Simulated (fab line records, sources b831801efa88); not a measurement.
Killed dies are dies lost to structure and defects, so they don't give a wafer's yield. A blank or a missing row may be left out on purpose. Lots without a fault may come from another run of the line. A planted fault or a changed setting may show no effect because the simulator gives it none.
Problem report in the 8D (eight disciplines) form, filled by code | flow sky130 | the parts of the form that need people (team, actions taken, sign-off) are left out

1. THE PROBLEM
developer_temp_C at SKY_SONOS_TUNNEL_DEVELOP_06 reads a mean of 22.08 C on 6 wafers of 2 lots; wafers without a fault read 22.99 C with a standard deviation of 0.1. That is -9.1 standard deviations from the usual mean.
The step: develop time 60 s.
First seen on wafer L681.1, day 14 02:37, on litho_track-02. The record holds 18 wafers of 6 lots with a number at this step. Rule for "out", or "out of limits": more than 4 standard deviations from the usual mean. The other wafers with a number count as sound.

2. WHAT IT IS AND WHAT IT IS NOT
question                    | is                     | is not
which readings at this step | developer_temp_C       | -
which lots                  | L681, L683             | L673, L692, L693, L695
which wafers of those lots  | all that have a number | -
read on which tools         | litho_track-02         | litho_track-01, litho_track-03
when                        | from day 14 02:37      | up to then (3 sound wafers); but 9 sound wafers of L692, L693, L695 came after

3. SUSPECTS, AND WHAT RULES EACH OUT
Counting: a tool at a process step up to the reading stays a suspect if it ran every lot that is out and no sound lot after the first of them.
- litho_track-02 at SKY_SONOS_TUNNEL_DEVELOP_06 (develop time 60 s): ruled out as a lasting fault. Sound lots L692 ran on it after its first lot that is out, L681 (day 14 02:37).
Left after counting: nothing in the record.

4. THE CAUSE (what the simulator had put in)
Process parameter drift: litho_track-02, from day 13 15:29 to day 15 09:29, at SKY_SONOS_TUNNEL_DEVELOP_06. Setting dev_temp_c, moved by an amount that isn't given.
Counting ruled it out, wrongly.

5. THE CHAIN OF EFFECTS, in route order
Each row: a reading whose mean over the struck wafers that have a number lies more than 3 standard deviations from the usual. Only readings for which the record gives a usual standard deviation are gone through. hours: the time from each lot's start at the first step in this table that gives one to its start at this step, as a median over the lots. sigmas: the change in usual standard deviations.
hours | step                        | reading          | usual   | on struck wafers | change | sigmas
0     | SKY_SONOS_TUNNEL_DEVELOP_06 | developer_temp_C | 22.99 C | 22.08            | -0.91  | -9.1
The process steps in it:
- SKY_SONOS_TUNNEL_DEVELOP_06: develop time 60 s.
Later measuring or inspecting steps at which every struck wafer that the step has a row for has a number for every such reading, and none has moved that far: SKY_SONOS_TUNNEL_CD_MEAS_07.

6. WHAT WOULD HAVE CAUGHT IT SOONER
In this record the first reading out of limits was taken at day 14 02:37, 11 hours after the fault began at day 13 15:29.
